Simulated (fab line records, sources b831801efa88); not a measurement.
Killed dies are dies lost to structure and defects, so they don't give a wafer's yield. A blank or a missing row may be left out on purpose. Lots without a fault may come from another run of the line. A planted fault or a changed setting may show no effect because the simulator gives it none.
Which tool did it? | flow gf180mcu | 11 lots, 33 wafers sampled, at 3 steps of a route of 602

WHAT THE GAUGES READ, wafer by wafer
GF_PSD_RS_MEAS_15: measures by four-point-probe.
lot  | measured     | on            | PSD_RS (ohm/sq)
L930 | day 14 18:41 | film_metro-02 | 108.58 108.56 108.44
L931 | day 14 20:07 | film_metro-04 | 108.82 108.69 108.53
L937 | day 16 15:19 | film_metro-03 | 113.68 113.87 113.91
L938 | day 17 03:56 | film_metro-03 | 108.41 108.63 108.50
L939 | day 17 23:04 | film_metro-04 | 113.40 113.41 113.86
L947 | day 20 07:08 | film_metro-03 | 108.29 108.66 108.10
L949 | day 21 05:23 | film_metro-02 | 108.27 108.36 108.18
L950 | day 21 07:40 | film_metro-03 | 108.52 108.74 108.62
L951 | day 21 16:55 | film_metro-02 | 108.18 108.73 108.30
L952 | day 22 01:06 | film_metro-03 | 108.74 108.40 108.80
L953 | day 22 07:17 | film_metro-03 | 108.66 108.57 108.50

WHICH TOOL RAN EACH LOT (tool, then ch and the chambers of the sampled wafers, then the start)
lot  | GF_PSD_IMPLANT_09               | GF_PSD_STRIP_10
L930 | implanter-04 ch 0, day 14 18:08 | plasma_asher-02 ch 0,1, day 14 18:16
L931 | implanter-03 ch 0, day 14 19:33 | plasma_asher-02 ch 0,1, day 14 19:42
L937 | implanter-04 ch 0, day 16 14:45 | plasma_asher-02 ch 0,1, day 16 14:53
L938 | implanter-02 ch 0, day 17 03:23 | plasma_asher-01 ch 0,1, day 17 03:31
L939 | implanter-04 ch 0, day 17 22:22 | plasma_asher-02 ch 0,1, day 17 22:31
L947 | implanter-03 ch 0, day 20 06:34 | plasma_asher-04 ch 0,1, day 20 06:43
L949 | implanter-04 ch 0, day 21 04:49 | plasma_asher-01 ch 0,1, day 21 04:57
L950 | implanter-04 ch 0, day 21 07:06 | plasma_asher-02 ch 0,1, day 21 07:15
L951 | implanter-03 ch 0, day 21 16:21 | plasma_asher-04 ch 0,1, day 21 16:30
L952 | implanter-02 ch 0, day 22 00:32 | plasma_asher-01 ch 1, day 22 00:40
L953 | implanter-04 ch 0, day 22 06:43 | plasma_asher-04 ch 0,1, day 22 06:52
- GF_PSD_IMPLANT_09
- GF_PSD_STRIP_10: strips in O2/N2.

THE ANSWER, worked out from the rows above alone
Rule: what is usual is taken from the lots themselves. Put in order of their means at a reading, lots are off if they are a third of the lots or fewer, leave a main group of 4 or more, and stand apart from it by a gap of 3 or more times the standard deviation of the main group's means; of several such gaps the widest counts. A main group whose means are all the same, to the digits that the tables above print for the reading, isn't used. A lot without any number at a reading at which 4 lots or more have one is off too. The other lots that the step has rows for count as sound.
Off: L937, L939, at GF_PSD_RS_MEAS_15 (PSD_RS). The main group: mean 108.51 ohm/sq, standard deviation 0.13.
A tool fits if, at a process step before that reading, it ran every lot that is off, and no sound lot after the first of them. The gauges at GF_PSD_RS_MEAS_15 are tried like those tools. None of those tried fits.

WHAT THE SIMULATOR HAD PUT IN
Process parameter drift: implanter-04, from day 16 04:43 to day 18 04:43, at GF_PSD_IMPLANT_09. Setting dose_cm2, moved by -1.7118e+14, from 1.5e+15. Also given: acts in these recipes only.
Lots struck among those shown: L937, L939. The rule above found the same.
